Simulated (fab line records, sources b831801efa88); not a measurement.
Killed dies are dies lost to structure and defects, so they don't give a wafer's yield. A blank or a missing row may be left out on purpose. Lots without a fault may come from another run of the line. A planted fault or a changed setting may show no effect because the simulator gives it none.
Which tool did it? | flow gf180mcu | 13 lots, 39 wafers sampled, at 5 steps of a route of 602

WHAT THE GAUGES READ, wafer by wafer
GF_HV_LDD_CD_MEAS_31: target cd 400 nm. Usual: cd_nm 399.7 nm, standard deviation 2.5.
lot  | measured     | on        | cd_nm (nm)        | flag
L228 | day 11 20:40 | cd_sem-02 | 396.5 395.0 396.0 |
L230 | day 12 04:26 | cd_sem-01 | 404.1 401.4 400.3 |
L232 | day 12 16:26 | cd_sem-01 | 398.5 398.4 400.8 |
L234 | day 13 18:25 | cd_sem-02 | 400.4 401.6 400.1 |
L236 | day 14 03:38 | cd_sem-01 | 401.6 400.7 401.1 |
L239 | day 15 00:04 | cd_sem-02 | 398.3 397.7 397.5 |
L242 | day 16 05:07 | cd_sem-02 | 402.7 404.2 405.3 |
L247 | day 17 14:16 | cd_sem-01 | - - -             | OFF
L246 | day 17 14:35 | cd_sem-02 | - - -             | OFF
L248 | day 18 15:05 | cd_sem-02 | - - -             | OFF
L250 | day 18 19:23 | cd_sem-01 | 398.4 401.1 395.1 |
L249 | day 18 19:43 | cd_sem-01 | 401.2 399.4 399.0 |
L251 | day 19 08:01 | cd_sem-02 | 401.9 400.7 401.4 |

GF_HV_LDD_TW_MEAS_50. Usual: HV_LDD_4_TW 567, standard deviation 6.
lot  | measured     | on            | HV_LDD_4_TW    | flag
L228 | day 12 16:55 | film_metro-02 | 559 561 560    |
L230 | day 12 23:21 | film_metro-03 | 563 561 562    |
L232 | day 13 12:25 | film_metro-03 | 565 570 566    |
L234 | day 14 14:34 | film_metro-01 | 571 572 575    |
L236 | day 15 00:10 | film_metro-01 | 571 573 571    |
L239 | day 15 21:46 | film_metro-01 | 572 573 571    |
L242 | day 17 04:37 | film_metro-03 | 562 561 562    |
L247 | day 18 14:56 | film_metro-02 | 1434 1440 1431 | OFF
L246 | day 18 15:47 | film_metro-01 | 1465 1472 1472 | OFF
L248 | day 19 16:29 | film_metro-01 | 1461 1463 1459 | OFF
L250 | day 19 20:40 | film_metro-02 | 562 560 562    |
L249 | day 19 21:34 | film_metro-02 | 562 561 561    |
L251 | day 20 09:22 | film_metro-01 | 577 574 575    |

GF_V1_RS_MEAS_24: measures by four-point-probe. Usual: V1_W_RS 0.331 ohm/sq, standard deviation 0.0038.
lot  | measured     | on            | V1_W_RS (ohm/sq)  | flag
L228 | day 18 07:28 | film_metro-02 | 0.332 0.330 0.331 |
L230 | day 18 17:41 | film_metro-02 | 0.328 0.319 0.327 |
L232 | day 19 08:11 | film_metro-03 | 0.327 0.330 0.328 |
L234 | day 20 17:55 | film_metro-03 | 0.331 0.329 0.329 |
L236 | day 21 04:20 | film_metro-02 | 0.333 0.331 0.330 |
L239 | day 22 05:58 | film_metro-04 | 0.329 0.327 0.328 |
L242 | day 23 11:21 | film_metro-04 | 0.326 0.327 0.325 |
L250 | day 26 00:00 | film_metro-04 | 0.337 0.339 0.333 |
L249 | day 26 01:39 | film_metro-03 | 0.330 0.334 0.328 |
L251 | day 26 08:22 | film_metro-03 | 0.331 0.327 0.328 |

WHICH TOOL RAN EACH LOT (tool, then ch and the chambers of the sampled wafers, then the start)
lot  | GF_HV_LDD_COAT_26                 | GF_CONTACT_SPUTTER_22
L228 | litho_track-03 ch 0, day 11 11:01 | pvd_sputter-03, day 16 07:19
L230 | litho_track-01 ch 0, day 11 19:04 | pvd_sputter-03, day 16 15:27
L232 | litho_track-01 ch 0, day 12 06:19 | pvd_sputter-01, day 17 06:27
L234 | litho_track-03 ch 0, day 13 08:19 | pvd_sputter-03, day 18 13:14
L236 | litho_track-04 ch 0, day 13 17:49 | pvd_sputter-04, day 18 23:56
L239 | litho_track-04 ch 0, day 14 14:04 | pvd_sputter-03, day 20 01:52
L242 | litho_track-01 ch 0, day 15 17:29 | pvd_sputter-01, day 21 10:12
L247 | litho_track-01, day 17 02:47      | -
L246 | litho_track-04, day 17 03:06      | -
L248 | litho_track-03, day 18 02:38      | -
L250 | litho_track-03 ch 0, day 18 07:31 | pvd_sputter-04, day 24 01:17
L249 | litho_track-03 ch 0, day 18 08:07 | pvd_sputter-04, day 24 03:17
L251 | litho_track-01 ch 0, day 18 19:41 | pvd_sputter-03, day 24 11:32
- GF_HV_LDD_COAT_26: resist thk 1000 nm.
- GF_CONTACT_SPUTTER_22: material Ti, target thk 15 nm, time 80.02 s.

WHAT THE TOOLS THEMSELVES READ (means of the sampled wafers that have a number; where no wafer has one, the mark that the record gives instead)
GF_HV_LDD_COAT_26. Usual: chill_plate_temp_C 23.01 C, standard deviation 0.11; dispense_pressure_kPa 50.0 kPa, standard deviation 2.8; exhaust_pa 45.0 Pa, standard deviation 0.83.
lot  | tool           | chill_plate_temp_C (C) | dispense_pressure_kPa (kPa) | exhaust_pa (Pa) | flag
L228 | litho_track-03 | 23.10                  | 48.3                        | 45.1            |
L230 | litho_track-01 | 23.02                  | 47.3                        | 44.9            |
L232 | litho_track-01 | 23.14                  | 47.3                        | 45.3            |
L234 | litho_track-03 | 23.09                  | 48.2                        | 44.8            |
L236 | litho_track-04 | 22.98                  | 53.2                        | 45.7            |
L239 | litho_track-04 | 23.19                  | 53.3                        | 43.5            |
L242 | litho_track-01 | 22.99                  | 47.3                        | 44.4            |
L247 | litho_track-01 | -                      | -                           | -               | OFF
L246 | litho_track-04 | -                      | -                           | -               | OFF
L248 | litho_track-03 | -                      | -                           | -               | OFF
L250 | litho_track-03 | 23.10                  | 48.2                        | 44.4            |
L249 | litho_track-03 | 22.88                  | 48.2                        | 44.7            |
L251 | litho_track-01 | 23.03                  | 47.3                        | 45.1            |

GF_CONTACT_SPUTTER_22. Usual: throttle_valve_pct 30.3 %, standard deviation 1.1.
lot  | tool           | throttle_valve_pct (%) | flag
L228 | pvd_sputter-03 | 31.0                   |
L230 | pvd_sputter-03 | 31.1                   |
L232 | pvd_sputter-01 | 29.8                   |
L234 | pvd_sputter-03 | 30.9                   |
L236 | pvd_sputter-04 | 30.1                   |
L239 | pvd_sputter-03 | 30.9                   |
L242 | pvd_sputter-01 | 29.6                   |
L250 | pvd_sputter-04 | 29.5                   |
L249 | pvd_sputter-04 | 29.6                   |
L251 | pvd_sputter-03 | 29.9                   |

THE ANSWER, worked out from the rows above alone
Rule: a lot is off if the mean of its wafers that have a number lies more than 3 standard deviations from the usual mean. A lot without any number at a reading at which 4 lots or more have one is off too. The other lots that the step has rows for count as sound. The gauges are gone through in route order, then the tools' own readings, and for those a lot's mean is taken as printed above. The first step at which some lot is off is used, and at that step the reading that is off furthest; a lot without a number counts as furthest.
Off: L247, L246, L248, at GF_HV_LDD_CD_MEAS_31 (cd_nm). Without a number there: L247, L246, L248.
A tool fits if, at a process step before that reading, it ran every lot that is off, and no sound lot after the first of them. The gauges at GF_HV_LDD_CD_MEAS_31 aren't tried: what is off there is off at GF_HV_LDD_TW_MEAS_50 too, on other tools, and a gauge's error can't cause that. None of those tried fits.

WHAT THE SIMULATOR HAD PUT IN
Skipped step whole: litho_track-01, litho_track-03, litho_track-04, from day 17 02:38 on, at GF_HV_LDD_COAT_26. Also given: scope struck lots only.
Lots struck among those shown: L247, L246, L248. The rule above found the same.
